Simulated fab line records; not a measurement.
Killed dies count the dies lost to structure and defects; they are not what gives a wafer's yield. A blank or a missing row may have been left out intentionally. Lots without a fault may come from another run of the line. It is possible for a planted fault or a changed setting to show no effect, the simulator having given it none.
Chamber matching :: flow gf180mcu :: 4 sister chambers for GF_V3_CMP_04 on cmp-02
The step polishes SiO2. 4 wafers are shown with their chamber, then 7 later ones without.

WAFERS WITH THEIR CHAMBER
wafer: L462.5
chamber: 2
motor-current-A (A): 13.4

wafer: L464.1
chamber: 3
motor-current-A (A): 9.8

wafer: L466.2
chamber: 1
motor-current-A (A): 11.9

wafer: L466.4
chamber: 0
motor-current-A (A): 10.6

WAFERS WHOSE CHAMBER IS MISSING
wafer: L466.6
motor-current-A (A): 9.8

wafer: L474.1
motor-current-A (A): 12.0

wafer: L474.5
motor-current-A (A): 11.7

wafer: L474.6
motor-current-A (A): 13.5

wafer: L473.1
motor-current-A (A): 14.1

wafer: L473.2
motor-current-A (A): 9.6

wafer: L473.6
motor-current-A (A): 13.5

WHICH CHAMBER EACH ONE RAN IN
wafer: L466.6
from the rows above: 3
in truth: 3

wafer: L474.1
from the rows above: 1
in truth: 1

wafer: L474.5
from the rows above: 1
in truth: 1

wafer: L474.6
from the rows above: 2
in truth: 2

wafer: L473.1
from the rows above: 2
in truth: 2

wafer: L473.2
from the rows above: 3
in truth: 3

wafer: L473.6
from the rows above: 2
in truth: 2
7 of 7 placed correctly. Number that these rows cannot place: 0. 0 placed wrongly.
How it was worked out, from the rows above alone: a wafer's distance from a chamber is the root of the sum, over the readings, of the square of ((its reading less the chamber's mean) divided by the reading's scatter). If the next closest chamber is less than 2 further off than the closest, the wafer can't be placed; otherwise it belongs to the closest. Each chamber's mean is taken over the wafers shown for it. The scatter (one wafer shown for each chamber): square how far every hidden wafer sits from the nearest shown wafer, average those squares and take the square root.
